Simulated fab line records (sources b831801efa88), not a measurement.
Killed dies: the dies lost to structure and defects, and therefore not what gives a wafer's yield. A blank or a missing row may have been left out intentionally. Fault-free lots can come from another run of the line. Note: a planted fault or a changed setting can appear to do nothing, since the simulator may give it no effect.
Which tool is to blame?	flow sfq line	14 lots with 42 wafers sampled at 4 steps, on a route of 325 steps

WHAT THE GAUGES SHOWED, per wafer
SFQ_C5_OVL_MEAS_937. Usual: for C5_OVL the level is 1 nm and the standard deviation is 5.3.
lot	measured	on	C5_OVL (nm)	flag
L169	day 66 13:33	overlay-02	4 4 2	
L170	day 66 17:09	overlay-02	-1 -3 -1	
L171	day 66 18:22	overlay-02	3 9 1	
L173	day 72 11:56	overlay-01	0 1 -3	
L174	day 72 14:20	overlay-02	3 1 2	
L175	day 72 20:20	overlay-02	1 -1 2	
L176	day 73 01:08	overlay-02	6 4 7	
L177	day 73 11:56	overlay-02	-4 -1 -1	
L178	day 74 03:39	overlay-02	10 12 9	
L179	day 75 00:04	overlay-02	-3 -8 -8	
L182	day 75 20:28	overlay-01	-1 -2 -4	
L184	day 76 09:40	overlay-02	6 4 2	
L191	day 78 06:22	overlay-02	-9 -9 -13	
L192	day 78 08:46	overlay-01	-2 -2 -1	

WHAT TOOL EACH LOT RAN ON (gives the tool, then ch and the chambers of the sampled wafers, and finally the start)
lot	SFQ_TRILAYER_I4_CMP_CMP_100	SFQ_TRILAYER_I4_VIA_BARC_OPEN_VIA_ETCH_146	SFQ_TRILAYER_R5_DEP_SPUTTER_132
L169	cmp-02 ch 0,1,2, day 38 14:15	rie diel-02 ch 0,3, day 42 03:35	pvd sputter-06, day 54 19:30
L170	cmp-01 ch 0,1,2, day 39 00:52	rie diel-01 ch 0,1,2, day 42 04:47	pvd sputter-03, day 54 21:47
L171	cmp-01 ch 0,1,3, day 39 22:14	rie diel-02 ch 0,2,3, day 42 05:59	pvd sputter-06, day 54 22:30
L173	cmp-02 ch 0,2,3, day 40 14:50	rie diel-03 ch 1,2,3, day 42 08:23	pvd sputter-06, day 55 01:30
L174	cmp-02 ch 0,1,2, day 41 04:02	rie diel-02 ch 0,1,3, day 42 09:35	pvd sputter-05, day 55 03:47
L175	cmp-01 ch 1,2, day 43 00:34	rie diel-02 ch 0,1,2, day 43 06:48	pvd sputter-06, day 55 21:22
L176	cmp-02 ch 0,1,2, day 43 08:53	rie diel-03 ch 0,1,3, day 43 15:29	pvd sputter-05, day 56 00:58
L177	cmp-01 ch 1,2, day 44 07:04	rie diel-02 ch 0,1,3, day 44 13:22	pvd sputter-03, day 56 22:53
L178	cmp-01 ch 0,2,3, day 45 20:23	rie diel-01 ch 0,1,2, day 46 03:28	pvd sputter-06, day 58 10:43
L179	cmp-01 ch 0,2,3, day 46 09:52	rie diel-02 ch 0,2,3, day 46 16:09	pvd sputter-06, day 59 00:40
L182	cmp-01 ch 0,1,3, day 47 09:46	rie diel-03 ch 1,2,3, day 53 10:10	pvd sputter-05, day 59 23:50
L184	cmp-02 ch 0,1,2, day 47 14:41	rie diel-02 ch 0,2,3, day 53 16:10	pvd sputter-05, day 60 06:41
L191	cmp-02 ch 0,1, day 49 07:32	rie diel-01 ch 0,1,3, day 55 16:22	pvd sputter-05, day 62 03:05
L192	cmp-02 ch 1,3, day 49 21:14	rie diel-01 ch 0,2,3, day 56 05:34	pvd sputter-06, day 62 08:35
- SFQ_TRILAYER_I4_CMP_CMP_100: polishes SiO2.
- SFQ_TRILAYER_I4_VIA_BARC_OPEN_VIA_ETCH_146: etches BARC in O2, target depth 125 nm, time 41.7 s.
- SFQ_TRILAYER_R5_DEP_SPUTTER_132: material Ti, target thk 5 nm, time 5 s.

WHAT THE TOOLS THEMSELVES READ (means of the sampled wafers that have a number; where no wafer has one, the mark that the record gives instead)
SFQ_TRILAYER_I4_CMP_CMP_100. Usual: motor current A 10.2 A, standard deviation 0.96; slurry flow ml min 149.9, standard deviation 0.52; time to endpoint s 215 s, standard deviation 9.5.
lot	tool	motor current A (A)	slurry flow ml min	time to endpoint s (s)	flag
L169	cmp-02	10.4	149.8	216	
L170	cmp-01	10.7	150.5	212	
L171	cmp-01	10.1	150.2	205	
L173	cmp-02	9.9	149.9	213	
L174	cmp-02	10.1	149.8	210	
L175	cmp-01	10.8	149.9	216	
L176	cmp-02	10.4	149.4	219	
L177	cmp-01	10.7	150.2	217	
L178	cmp-01	9.9	150.2	210	
L179	cmp-01	9.7	150.0	116	OFF
L182	cmp-01	10.2	149.6	115	OFF
L184	cmp-02	10.0	149.8	217	
L191	cmp-02	10.3	149.9	205	
L192	cmp-02	10.4	149.8	216	

SFQ_TRILAYER_I4_VIA_BARC_OPEN_VIA_ETCH_146. Usual: drypump motor current A 5.6 A, standard deviation 0.36; oes product au 0.685 a.u., standard deviation 0.0046.
lot	tool	drypump motor current A (A)	oes product au (a.u.)	flag
L169	rie diel-02	5.5	0.689	
L170	rie diel-01	5.6	0.681	
L171	rie diel-02	5.7	0.685	
L173	rie diel-03	5.5	0.684	
L174	rie diel-02	5.4	0.684	
L175	rie diel-02	5.8	0.685	
L176	rie diel-03	5.6	0.688	
L177	rie diel-02	5.4	0.681	
L178	rie diel-01	5.6	0.682	
L179	rie diel-02	5.7	0.684	
L182	rie diel-03	5.5	0.686	
L184	rie diel-02	5.7	0.690	
L191	rie diel-01	5.7	0.680	
L192	rie diel-01	5.6	0.685	

SFQ_TRILAYER_R5_DEP_SPUTTER_132. Usual: 29.7 % for throttle valve pct, sd 0.74.
lot	tool	throttle valve pct (%)	flag
L169	pvd sputter-06	29.3	
L170	pvd sputter-03	29.8	
L171	pvd sputter-06	29.2	
L173	pvd sputter-06	29.0	
L174	pvd sputter-05	30.7	
L175	pvd sputter-06	29.6	
L176	pvd sputter-05	30.6	
L177	pvd sputter-03	29.7	
L178	pvd sputter-06	29.2	
L179	pvd sputter-06	29.0	
L182	pvd sputter-05	30.0	
L184	pvd sputter-05	30.9	
L191	pvd sputter-05	30.8	
L192	pvd sputter-06	29.4	

THE ANSWER, worked out from the rows above alone
Rule: lot off if the mean of its wafers having a number is beyond 3 standard deviations from the usual mean. Also off: a lot with no number at a reading for which 4 or more lots have one. The other lots that the step has rows for count as sound. The gauges are gone through in route order, then the tools' own readings, and for those a lot's mean is taken as printed above. At the first step where some lot is off, the reading lying furthest off is the one used; lots without a number count as furthest.
Off, at SFQ_TRILAYER_I4_CMP_CMP_100 on time to endpoint s: L179, L182.
If a tool, at that step or one of the process steps before it, ran each lot that is off and ran no sound lot following the first of them, it fits. One candidate fits, namely cmp-01 at SFQ_TRILAYER_I4_CMP_CMP_100. Its last sound lot is L178 (day 45 20:23), its first lot that is off L179 (day 46 09:52): a fault that began between those two fits.
On the lots that are off, the tool's own readings at SFQ_TRILAYER_I4_CMP_CMP_100 differ by more than 5 times the standard deviation of the sound lots' means, which bears it out; time to endpoint s reads 116 s there versus 213 s on the sound lots.

WHAT THE SIMULATOR PUT IN
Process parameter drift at SFQ_TRILAYER_I4_CMP_CMP_100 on cmp-01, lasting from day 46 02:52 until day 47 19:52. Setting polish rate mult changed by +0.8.
Lots struck among those shown: L179, L182. The same result came from the rule above.
